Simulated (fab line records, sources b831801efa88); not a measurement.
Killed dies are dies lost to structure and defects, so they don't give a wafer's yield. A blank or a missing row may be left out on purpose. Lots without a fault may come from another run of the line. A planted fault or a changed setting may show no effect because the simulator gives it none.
Problem report in the 8D (eight disciplines) form, filled by code | flow sky130 | the parts of the form that need people (team, actions taken, sign-off) are left out

1. THE PROBLEM
PWDE_TW at SKY_PWDE_TW_MEAS_10 reads a mean of 405.6 on 6 wafers of 2 lots; wafers without a fault read 374.8 with a standard deviation of 2.8. That is +11 standard deviations from the usual mean.
First seen on wafer L361.4, day 5 22:25, on film_metro-03. The record holds 36 wafers of 12 lots with a number at this step. Rule for "out", or "out of limits": more than 4 standard deviations from the usual mean. The other wafers with a number count as sound.

2. WHAT IT IS AND WHAT IT IS NOT
question                    | is                     | is not
which readings at this step | PWDE_TW                | -
which lots                  | L361, L363             | L352, L353, L354, L356, L357, L358, L360, L368, L373, L375
which wafers of those lots  | all that have a number | -
read on which gauges        | film_metro-03          | film_metro-01, film_metro-04
when                        | from day 5 22:25       | up to then (21 sound wafers); but 9 sound wafers of L368, L373, L375 came after

3. SUSPECTS, AND WHAT RULES EACH OUT
Counting: a tool at a process step up to the reading stays a suspect if it ran every lot that is out and no sound lot after the first of them.
- the gauge at SKY_PWDE_TW_MEAS_10: ruled out. All the wafers that are out were read on film_metro-03, but those of them that SKY_PWDE_IMPLANT_08 has rows for are out there too, on other tools.
- implanter-01 at SKY_PWDE_IMPLANT_08: ruled out as a lasting fault. Sound lots L375 ran on it after its first lot that is out, L361 (day 5 22:13).
Left after counting: nothing in the record.

4. THE CAUSE (what the simulator had put in)
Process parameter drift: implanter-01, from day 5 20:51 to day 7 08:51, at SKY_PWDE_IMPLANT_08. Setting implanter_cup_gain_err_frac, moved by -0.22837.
Counting ruled it out, wrongly: the rule takes a fault to strike every lot that its tool runs from its start on, and this one did not.

5. THE CHAIN OF EFFECTS, in route order
Each row: a reading whose mean over the struck wafers that have a number lies more than 3 standard deviations from the usual. Only readings for which the record gives a usual standard deviation are gone through. hours: the time from each lot's start at the first step in this table that gives one to its start at this step, as a median over the lots. sigmas: the change in usual standard deviations.
hours | step                 | reading            | usual       | on struck wafers | change | sigmas
0     | SKY_PWDE_IMPLANT_08  | beam_on_s          | 10.01 s     | 12.92            | +2.91  | +14
0     | SKY_PWDE_IMPLANT_08  | faraday_current_uA | 20.3        | 15.7             | -4.6   | -11
0     | SKY_PWDE_TW_MEAS_10  | PWDE_TW            | 374.8       | 405.6            | +30.8  | +11
40    | SKY_NWELL_RS_MEAS_31 | PWDE_RS            | 5278 ohm/sq | 4304             | -974   | -57
The process steps in it:
- SKY_PWDE_IMPLANT_08
Later measuring or inspecting steps at which every struck wafer that the step has a row for has a number for every such reading, and none has moved that far: SKY_VIA2_BOW_MEAS_03.

6. WHAT WOULD HAVE CAUGHT IT SOONER
In this record the first reading out of limits at a measuring or inspecting step was taken at day 5 22:25, 2 hours after the fault began at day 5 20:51.
The tool's own readings at SKY_PWDE_IMPLANT_08 were out on every struck wafer that the step has a row for (beam_on_s, faraday_current_uA): an alarm limit on them would have fired on the first of those.
